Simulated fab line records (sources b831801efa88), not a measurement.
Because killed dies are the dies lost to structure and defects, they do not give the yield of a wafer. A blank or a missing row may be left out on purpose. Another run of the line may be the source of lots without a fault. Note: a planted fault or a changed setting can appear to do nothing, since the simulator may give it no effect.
Check of tool commonality	flow sky130	Lots sampled 11, wafers sampled 33

REASON IT WAS OPENED
4 of 11 lots carry a flag on the reading FIELD_ISO_CVD_03_THK at SKY_FIELD_ISO_THK_MEAS_04. Fault-free wafers read 166.3 nm, with a standard deviation of 1.7.
Rule: a lot gets a flag if all its wafers with a number sit over 4 standard deviations from that mean, or if no wafer of it has a number. The rest of the lots are taken to be sound.

lot	measured	on	FIELD_ISO_CVD_03_THK (nm), wafer by wafer	flag
L610	day 1 13:29	film metro-02	166.7 166.5 166.1	
L611	day 1 21:04	film metro-04	167.4 166.2 166.6	
L613	day 2 06:25	film metro-04	163.2 164.2 162.6	
L614	day 2 11:18	film metro-02	166.4 167.1 167.5	
L616	day 2 22:02	film metro-02	164.8 165.2 165.8	
L619	day 3 12:10	film metro-04	163.0 164.2 165.4	
L620	day 3 17:09	film metro-04	165.4 166.0 166.1	
L621	day 3 22:33	film metro-04	155.1 155.3 154.5	FLAGGED
L622	day 4 02:43	film metro-02	154.0 154.2 153.9	FLAGGED
L623	day 4 08:56	film metro-03	158.9 158.0 157.4	FLAGGED
L624	day 4 11:53	film metro-04	156.3 155.2 155.1	FLAGGED
Average over the flagged lots: 155.7 nm; offset from the usual -10.6 nm, equal to -6 standard deviations.

TOOL THAT RAN EACH LOT
The record keeps 1 process step preceding the reading, out of 708 steps on the route. In each cell: the tool, then ch and the chambers that the sampled wafers went through, then the start.
lot	flag	SKY_FIELD_ISO_CVD_03
L610		lpcvd-02 ch 1, day 1 11:41
L611		lpcvd-02 ch 0, day 1 19:16
L613		lpcvd-02 ch 1, day 2 04:38
L614		lpcvd-02 ch 0, day 2 09:31
L616		lpcvd-02 ch 1, day 2 20:14
L619		lpcvd-02 ch 0, day 3 10:22
L620		lpcvd-02 ch 0, day 3 15:20
L621	FLAGGED	lpcvd-02 ch 1, day 3 20:44
L622	FLAGGED	lpcvd-02 ch 0, day 4 00:56
L623	FLAGGED	lpcvd-02 ch 0, day 4 07:09
L624	FLAGGED	lpcvd-02 ch 0, day 4 10:05
These steps, and what they do:
- SKY_FIELD_ISO_CVD_03: deposits Si3N4 from DCS/NH3, target thk 165 nm, time 2830 s.
- SKY_FIELD_ISO_THK_MEAS_04

FLAGGED AGAINST TOTAL, ONE TOOL AT A TIME (gauges that did the reading follow at the end)
step	tool	lots run	flagged	share of the flagged lots	sound lots run after its first flagged lot
SKY_FIELD_ISO_CVD_03	lpcvd-02	11	4	all	0
SKY_FIELD_ISO_THK_MEAS_04	film metro-02	4	1	some	0
SKY_FIELD_ISO_THK_MEAS_04	film metro-03	1	1	some	0
SKY_FIELD_ISO_THK_MEAS_04	film metro-04	6	2	some	0

WHAT THE TABLE PERMITS
In the table, 1 row covers all flagged lots: lpcvd-02 at SKY_FIELD_ISO_CVD_03.
- lpcvd-02 at SKY_FIELD_ISO_CVD_03 ran 11 lots, 4 of them flagged. A fault beginning between L620 (day 3 15:20), its last sound lot, and L621 (day 3 20:44), its first flagged one, fits the data. Its own readings lie more than 4 standard deviations out on every wafer of the flagged lots: pressure mtorr.
Left over: one tool, lpcvd-02 at SKY_FIELD_ISO_CVD_03.

WHAT WAS PUT IN BY THE SIMULATOR
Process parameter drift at SKY_FIELD_ISO_CVD_03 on lpcvd-02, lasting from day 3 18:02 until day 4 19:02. Setting pressure mtorr shifted by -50 from 250. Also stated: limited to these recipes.
Struck lots among those shown: L621, L622, L623, L624. The same result came from the rule above.
